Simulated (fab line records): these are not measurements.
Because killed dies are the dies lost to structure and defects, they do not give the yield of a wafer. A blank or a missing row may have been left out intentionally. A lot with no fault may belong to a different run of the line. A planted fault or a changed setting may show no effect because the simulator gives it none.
Chamber matching -- flow sky130 -- rie_diel-02 running SKY_LI_CONTACT_ETCH_15: 4 sister chambers
The step etches PSG in C4F8/O2/Ar, stops on Si, target depth 600 nm. 7 wafers are shown with their chamber, then 7 later ones without.

== EACH WAFER AND ITS CHAMBER ==
wafer,chamber,oes_product_au (a.u.),chamber_pressure_mTorr (mTorr)
L077.3,2,0.834,39.96
L078.4,1,0.836,40.00
L078.5,1,0.839,39.98
L081.2,3,0.840,40.00
L081.6,3,0.837,39.95
L083.1,0,0.842,40.01
L083.5,0,0.842,39.99

== WAFERS MISSING THEIR CHAMBER ==
wafer,oes_product_au (a.u.),chamber_pressure_mTorr (mTorr)
L083.6,0.843,39.94
L085.1,0.842,39.98
L085.3,0.841,39.99
L085.4,0.836,39.99
L088.1,0.837,40.04
L088.2,0.839,40.02
L088.5,0.842,40.04

== THE CHAMBER EACH PASSED THROUGH ==
wafer,from the rows above,in truth
L083.6,can't be placed: 0 or 3 or 1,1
L085.1,can't be placed: 0 or 3 or 1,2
L085.3,can't be placed: 0 or 3 or 1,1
L085.4,can't be placed: 1 or 3 or 2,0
L088.1,can't be placed: 1 or 3 or 0 or 2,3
L088.2,can't be placed: 1 or 0 or 3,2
L088.5,can't be placed: 0 or 1 or 3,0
Correct placement for 0 of the 7. From these rows, 7 cannot be placed; in 4 the true chamber is one of the candidates. Placed wrongly: 0.
How it was worked out, from the rows above alone: a wafer's distance from a chamber is the root of the sum, over the readings, of the square of ((its reading less the chamber's mean) divided by the reading's scatter). If the next closest chamber is less than 2 further off than the closest, the wafer can't be placed; otherwise it belongs to the closest. Each chamber's mean is taken over the wafers shown for it. The scatter: the root of (the sum of the squares of (reading less its chamber's mean) over the shown wafers, divided by (wafers less chambers)).
